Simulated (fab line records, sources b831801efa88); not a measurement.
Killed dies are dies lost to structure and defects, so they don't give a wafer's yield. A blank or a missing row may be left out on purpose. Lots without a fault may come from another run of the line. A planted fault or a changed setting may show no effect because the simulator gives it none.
Tool commonality check | flow sky130 | 10 lots, 30 wafers sampled

WHY IT WAS OPENED
At SKY_SPACER_THK_MEAS_01 the reading SPACER_CVD_00_THK is flagged on 2 of 10 lots. Wafers without a fault read 43.2 nm, standard deviation 0.37.
Rule: a lot is flagged when every wafer of it that has a number lies more than 4 standard deviations from that mean, or none has a number. The other lots count as sound.

lot  | measured     | on            | SPACER_CVD_00_THK (nm), wafer by wafer | flag
L201 | day 24 14:20 | film_metro-01 | 43.4 43.4 43.5                         |
L202 | day 24 14:22 | film_metro-04 | 42.2 43.0 42.4                         |
L204 | day 25 05:49 | film_metro-01 | 44.0 43.7 43.3                         |
L205 | day 25 09:40 | film_metro-03 | 43.8 43.6 43.8                         |
L207 | day 25 22:50 | film_metro-03 | 43.1 43.1 43.0                         |
L208 | day 26 19:21 | film_metro-03 | 43.2 43.5 43.1                         |
L211 | day 27 14:14 | film_metro-03 | 43.1 42.9 42.8                         |
L213 | day 28 09:52 | film_metro-04 | 43.4 42.8 43.5                         |
L214 | day 28 15:38 | film_metro-04 | 27.8 28.0 27.7                         | FLAGGED
L215 | day 29 01:59 | film_metro-03 | 27.2 27.6 26.9                         | FLAGGED
The numbers of the flagged lots are 27.5 nm on average: -15.7 nm against the usual, or -42 standard deviations.

WHICH TOOL RAN EACH LOT
The record holds 2 process steps before the reading, out of a route of 708 steps. In each cell: the tool, then ch and the chambers that the sampled wafers went through, then the start.
lot  | flag    | SKY_LDD_P_STRIP_10                   | SKY_SPACER_CVD_00
L201 |         | plasma_asher-03 ch 0,1, day 20 15:35 | lpcvd-02 ch 0, day 24 13:08
L202 |         | plasma_asher-02 ch 0,1, day 20 15:22 | lpcvd-02 ch 1, day 24 13:08
L204 |         | plasma_asher-03 ch 0,1, day 21 08:56 | lpcvd-02 ch 0, day 25 04:37
L205 |         | plasma_asher-04 ch 0,1, day 21 14:55 | lpcvd-02 ch 0, day 25 08:28
L207 |         | plasma_asher-03 ch 0,1, day 22 02:22 | lpcvd-02 ch 1, day 25 21:37
L208 |         | plasma_asher-04 ch 0,1, day 22 23:37 | lpcvd-02 ch 1, day 26 17:32
L211 |         | plasma_asher-02 ch 0,1, day 23 20:43 | lpcvd-02 ch 0, day 27 13:01
L213 |         | plasma_asher-02 ch 0,1, day 24 16:19 | lpcvd-02 ch 1, day 28 08:40
L214 | FLAGGED | plasma_asher-04 ch 0,1, day 24 23:13 | lpcvd-02 ch 1, day 28 14:25
L215 | FLAGGED | plasma_asher-02 ch 0, day 25 08:49   | lpcvd-02 ch 0, day 29 00:47
What these steps do:
- SKY_LDD_P_STRIP_10: strips in O2/N2.
- SKY_SPACER_CVD_00: deposits Si3N4 from DCS/NH3, target thk 43.1 nm, time 740 s.
- SKY_SPACER_THK_MEAS_01

FLAGGED OVER TOTAL, TOOL BY TOOL (the gauges that took the reading come last)
step                   | tool            | lots run | flagged | share of the flagged lots | sound lots run after its first flagged lot
SKY_LDD_P_STRIP_10     | plasma_asher-02 | 4        | 1       | some                      | 0
SKY_LDD_P_STRIP_10     | plasma_asher-03 | 3        | 0       | none                      | -
SKY_LDD_P_STRIP_10     | plasma_asher-04 | 3        | 1       | some                      | 0
SKY_SPACER_CVD_00      | lpcvd-02        | 10       | 2       | all                       | 0
SKY_SPACER_THK_MEAS_01 | film_metro-01   | 2        | 0       | none                      | -
SKY_SPACER_THK_MEAS_01 | film_metro-03   | 5        | 1       | some                      | 0
SKY_SPACER_THK_MEAS_01 | film_metro-04   | 3        | 1       | some                      | 0

WHAT THE TABLE ALLOWS
1 row of the table ran every flagged lot: lpcvd-02 at SKY_SPACER_CVD_00.
- lpcvd-02 at SKY_SPACER_CVD_00: 2 of its 10 lots flagged. Its last sound lot is L213 (day 28 08:40), its first flagged lot L214 (day 28 14:25): a fault that began between those two fits. Its own readings lie more than 4 standard deviations out on every wafer of the flagged lots: spike_tc_bottom_C, spike_tc_centre_C, spike_tc_lower_C, spike_tc_top_C, spike_tc_upper_C, susceptor_temp_C.
One tool is left: lpcvd-02 at SKY_SPACER_CVD_00.

WHAT THE SIMULATOR HAD PUT IN
Process parameter drift: lpcvd-02, from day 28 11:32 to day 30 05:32, at SKY_SPACER_CVD_00. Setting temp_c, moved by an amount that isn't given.
Lots struck among those shown: L214, L215. The rule above found the same.
